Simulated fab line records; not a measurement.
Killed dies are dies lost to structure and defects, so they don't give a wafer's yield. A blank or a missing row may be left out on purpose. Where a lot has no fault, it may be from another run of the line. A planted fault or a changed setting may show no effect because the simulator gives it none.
One fault seen from 2 desks -- flow gf180mcu -- numbers are kept per desk, each desk with only its own; the story behind them comes last

THE TOOL OWNER'S DESK: pecvd-02
The tool's own readings at GF_V3_CVD_02 (deposits SiO2 from TEOS, target thk 850 nm, time 94.851 s): means of the sampled wafers that have a number, for each lot that ran on this tool. If a lot's mean is further than 4 standard deviations from the usual mean, the lot is out of limits and carries the mark OUT (the distance appears in the brackets).
Columns: A = heater-power-w at GF_V3_CVD_02, usual 663 W; B = run-length-s at GF_V3_CVD_02, usual 122.7 s
lot,first seen here,A,B
L295,day 22 15:46,541,122.5
L297,day 23 02:11,515,119.0 (-6.3) OUT
L298,day 23 08:44,592,119.0 (-6.2) OUT
L299,day 23 15:33,591,119.6 (-5.3) OUT
L306,day 26 05:17,603,122.4
L307,day 26 09:52,587,122.9
L311,day 27 23:16,703,122.7
This desk finds L297, L298, L299 out of limits, L297 being first, at day 23 02:11 (run-length-s at GF_V3_CVD_02). L295, L306, L307, L311 stayed within limits.

METROLOGY DESK
What the gauges read, lot by lot, whatever tool the lot ran on: means of the sampled wafers that have a number. If a lot's mean is further than 4 standard deviations from the usual mean, the lot is out of limits and carries the mark OUT (the distance appears in the brackets).
Columns: A = M3_OVL at GF_M3_OVL_MEAS_15, usual -2 nm; B = V3_CVD_02_THK at GF_V3_THK_MEAS_03, usual 847 nm
lot,first seen here,A,B
L294,day 22 08:14,2,826
L295,day 22 14:58,-11,839
L297,day 23 01:20,-7,809
L298,day 23 07:56,2,807
L299,day 23 14:44,-10,808
L306,day 26 04:26,2,851
L307,day 26 09:01,-1,863
L311,day 27 22:20,7,862
L312,day 28 02:07,-5,852
L313,day 28 07:42,5,852
L315,day 28 13:52,1,853
Finding of this desk: none of the 11 lots has anything out of limits.

TAKEN TOGETHER
The tool owner's desk had the chance to raise an alarm at day 23 02:11 on L297, L298, L299.
At the metrology desk, nothing out of limits was observed.
The metrology desk has L297, L298, L299 on record, within its limits.
The lots listed all ran GF_V3_CVD_02 on pecvd-02.

WHAT WAS PUT IN BY THE SIMULATOR
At GF_V3_CVD_02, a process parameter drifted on pecvd-02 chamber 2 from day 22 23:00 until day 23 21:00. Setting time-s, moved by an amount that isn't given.
Lots struck among those shown: L297, L298, L299.
How many hours passed from the start of the fault until each desk's first out-of-limits reading: the tool owner's desk, 3.
